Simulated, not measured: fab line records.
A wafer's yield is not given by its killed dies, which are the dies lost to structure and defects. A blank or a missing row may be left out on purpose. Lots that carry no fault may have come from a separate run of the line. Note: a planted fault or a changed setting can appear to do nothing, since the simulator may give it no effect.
Problem report, 8D (eight disciplines) form, completed by code :: flow sky130 :: the parts of the form that need people (team, actions taken, sign-off) are left out

== 1. WHAT WENT WRONG ==
SD_N_RS at SKY_SD_N_RS_MEAS_16 reads a mean of 73.96 ohm/sq on 6 wafers of 2 lots; wafers without a fault read 68.54 ohm/sq with a standard deviation of 0.11. Relative to the usual mean, that is a shift of +49 standard deviations.
The step: measures by four-point-probe.
Seen first at day 31 00:02 on filmMetro-01, wafer L499.1. Wafers with a number at this step in the record: 33, from 11 lots. Rule for "out" (also "out of limits"): further than 4 standard deviations from the usual mean. The other wafers with a number count as sound.

== 2. WHAT IT IS, AND WHAT IT ISN'T ==
question: which readings at this step
is: SD_N_RS
is not: -

question: which lots
is: L499, L501
is not: L490, L491, L502, L506, L507, L510, L511, L512, L513

question: which wafers of those lots
is: all that have a number
is not: -

question: read on which gauges
is: filmMetro-01, filmMetro-02
is not: filmMetro-03

question: when
is: from day 31 00:02
is not: up to then (6 sound wafers); but 21 sound wafers of L502, L506, L507, L510, L511, L512, L513 came after

== 3. THE SUSPECTS, EACH WITH WHAT RULES IT OUT ==
Counting: a tool at any process step up to the reading remains a suspect when it ran all the lots that are out and ran no sound lot after the first of those.
- the gauge at SKY_SD_N_RS_MEAS_16: ruled out. Those wafers that are out were read across 2 gauges (filmMetro-01, filmMetro-02).
- plasmaAsher-04 at SKY_SD_N_STRIP_11 (strips in O2/N2): ruled out as a lasting fault. Following L499 (day 30 23:39), the first lot on it that is out, the sound lots L511 were run on it.
- rtpAnneal-01 at SKY_SD_N_RTA_14 (time 2 s): ruled out as a lasting fault. Following L499 (day 30 23:52), the first lot on it that is out, the sound lots L511, L512 were run on it.
Left after counting: nothing in the record.

== 4. THE CAUSE (what the simulator had put in) ==
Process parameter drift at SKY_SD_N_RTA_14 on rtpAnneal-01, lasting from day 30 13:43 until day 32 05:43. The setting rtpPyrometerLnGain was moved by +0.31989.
It was ruled out by counting, in error; the rule expects a fault to strike all lots run on its tool from its start on, and this fault did not.

== 5. SEQUENCE OF EFFECTS, ordered by route ==
Each row: a reading whose mean over the struck wafers that have a number lies more than 3 standard deviations from the usual. Only readings for which the record gives a usual standard deviation are gone through. hours: the time from each lot's start at the first step in this table that gives one to its start at this step, as a median over the lots. sigmas: the change in usual standard deviations.
hours: 0
step: SKY_SD_N_RTA_14
reading: lampPowerPct
usual: 15.74 %
on struck wafers: 14.50
change: -1.24
sigmas: -21

hours: 0
step: SKY_SD_N_RS_MEAS_16
reading: SD_N_RS
usual: 68.54 ohm/sq
on struck wafers: 73.96
change: +5.42
sigmas: +49

hours: 0
step: SKY_SD_N_RS_MEAS_17
reading: SD_P_RS
usual: 147.0 ohm/sq
on struck wafers: 180.2
change: +33.2
sigmas: +92
Its process steps:
- SKY_SD_N_RTA_14: time 2 s.

== 6. HOW IT WOULD HAVE BEEN CAUGHT EARLIER ==
In this record the first reading out of limits at a measuring or inspecting step was taken at day 31 00:02, 10 hours after the fault began at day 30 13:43.
The tool's own readings at SKY_SD_N_RTA_14 were out on every struck wafer that the step has a row for (lampPowerPct): an alarm limit on them would have fired on the first of those.
